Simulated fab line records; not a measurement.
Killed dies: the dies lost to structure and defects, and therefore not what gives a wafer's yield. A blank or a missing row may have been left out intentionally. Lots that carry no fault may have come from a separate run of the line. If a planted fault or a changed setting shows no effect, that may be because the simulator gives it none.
One fault seen from 2 desks + flow gf180mcu + every desk sees just its own numbers, and what lay behind them comes last

## AT THE TOOL OWNER'S DESK: lpcvd-01
The tool's own readings at GF_POLY_GATE_CVD_00 (deposits poly-Si, target thk 200 nm, time 1200 s): means of the sampled wafers that have a number, for each lot that ran on this tool. Marked OUT: a lot whose mean sits more than 4 standard deviations from the usual mean, which makes it out of limits; the brackets give that distance.
Columns: A = spikeTcBottomC at GF_POLY_GATE_CVD_00, usual 639.7 C; B = spikeTcCentreC at GF_POLY_GATE_CVD_00, usual 620.8 C; C = spikeTcLowerC at GF_POLY_GATE_CVD_00, usual 619.4 C; D = spikeTcTopC at GF_POLY_GATE_CVD_00, usual 641.6 C; E = spikeTcUpperC at GF_POLY_GATE_CVD_00, usual 620.3 C; F = susceptorTempC at GF_POLY_GATE_CVD_00, usual 620.1 C
| lot  | first seen here | A               | B               | C               | D               | E               | F                       |
|------|-----------------|-----------------|-----------------|-----------------|-----------------|-----------------|-------------------------|
| L579 | day 8 23:49     | 641.2           | 619.6           | 618.2           | 640.4           | 619.6           | 619.5                   |
| L590 | day 12 02:02    | 638.5           | 622.6           | 618.8           | 641.4           | 619.3           | 620.1                   |
| L593 | day 13 03:12    | 639.1           | 622.3           | 619.0           | 642.2           | 619.4           | 620.3                   |
| L595 | day 13 20:04    | 592.2 (-17) OUT | 573.1 (-37) OUT | 571.0 (-28) OUT | 595.5 (-35) OUT | 572.9 (-34) OUT | 572.1 (-99 or more) OUT |
| L598 | day 14 12:43    | 592.0 (-17) OUT | 572.9 (-37) OUT | 570.9 (-29) OUT | 596.7 (-35) OUT | 572.2 (-34) OUT | 572.5 (-99 or more) OUT |
This desk finds L595, L598 out of limits, L595 being first, at day 13 20:04 (spikeTcBottomC at GF_POLY_GATE_CVD_00). Within limits: L579, L590, L593.

## FROM THE METROLOGY DESK
Means of the sampled wafers that have a number, per lot and without regard to the tool the lot ran on: this is what the gauges read. Marked OUT: a lot whose mean sits more than 4 standard deviations from the usual mean, which makes it out of limits; the brackets give that distance.
Columns: A = VT_IMPLANT_02_OVL at GF_VT_IMPLANT_OVL_MEAS_29, usual -0.3 nm; B = DUAL_GATE_OVL at GF_DUAL_GATE_OVL_MEAS_11, usual -0.5 nm; C = POLY_GATE_CVD_00_THK at GF_POLY_GATE_THK_MEAS_01, usual 200.6 nm; D = HV_LDD_OVL at GF_HV_LDD_OVL_MEAS_08, usual -0.3 nm
| lot  | first seen here | A    | B    | C              | D    |
|------|-----------------|------|------|----------------|------|
| L579 | day 7 09:16     | -0.9 | -2.1 | 199.3          | 0.5  |
| L580 | day 7 15:29     | -0.8 | 0.4  | 201.2          | 0.2  |
| L582 | day 8 05:46     | -1.5 | -1.1 | 201.5          | -1.5 |
| L583 | day 8 12:19     | -0.0 | 0.9  | 202.3          | 0.8  |
| L584 | day 8 18:13     | 1.2  | 0.2  | 202.1          | 0.4  |
| L586 | day 9 08:01     | -0.1 | 0.5  | 201.6          | -2.8 |
| L588 | day 9 21:22     | 0.3  | 0.6  | 200.4          | 0.0  |
| L590 | day 10 09:07    | -2.3 | -1.4 | 199.0          | -0.1 |
| L591 | day 10 16:07    | -0.5 | -1.7 | 199.0          | 0.7  |
| L592 | day 10 22:47    | -0.9 | 0.3  | 199.8          | -4.9 |
| L593 | day 11 08:16    | 0.4  | -0.4 | 199.0          | -0.3 |
| L594 | day 11 13:07    | 0.9  | -0.2 | 202.2          | -0.1 |
| L595 | day 11 22:01    | 0.8  | -0.3 | 60.4 (-78) OUT | 0.4  |
| L598 | day 12 14:42    | -0.4 | -0.1 | 59.2 (-79) OUT | -2.5 |
This desk finds L595, L598 out of limits, with the earliest case on L595 at day 13 21:25 (POLY_GATE_CVD_00_THK at GF_POLY_GATE_THK_MEAS_01). Within limits: L579, L580, L582, L583, L584, L586, L588, L590, L591, L592, L593, L594.

## BROUGHT TOGETHER
An alarm could have come from the tool owner's desk at day 13 20:04, on L595, L598.
An alarm was possible from the metrology desk at day 13 21:25, on L595, L598.
GF_POLY_GATE_CVD_00 was run on lpcvd-01 by each of the lots named.

## WHAT THE SIMULATOR PUT IN
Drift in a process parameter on lpcvd-01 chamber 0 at GF_POLY_GATE_CVD_00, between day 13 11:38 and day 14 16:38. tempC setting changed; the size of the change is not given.
Lots struck among those shown: L595, L598.
Time in hours from fault onset to the first out-of-limits reading at each desk: tool owner's desk 8, metrology desk 10.
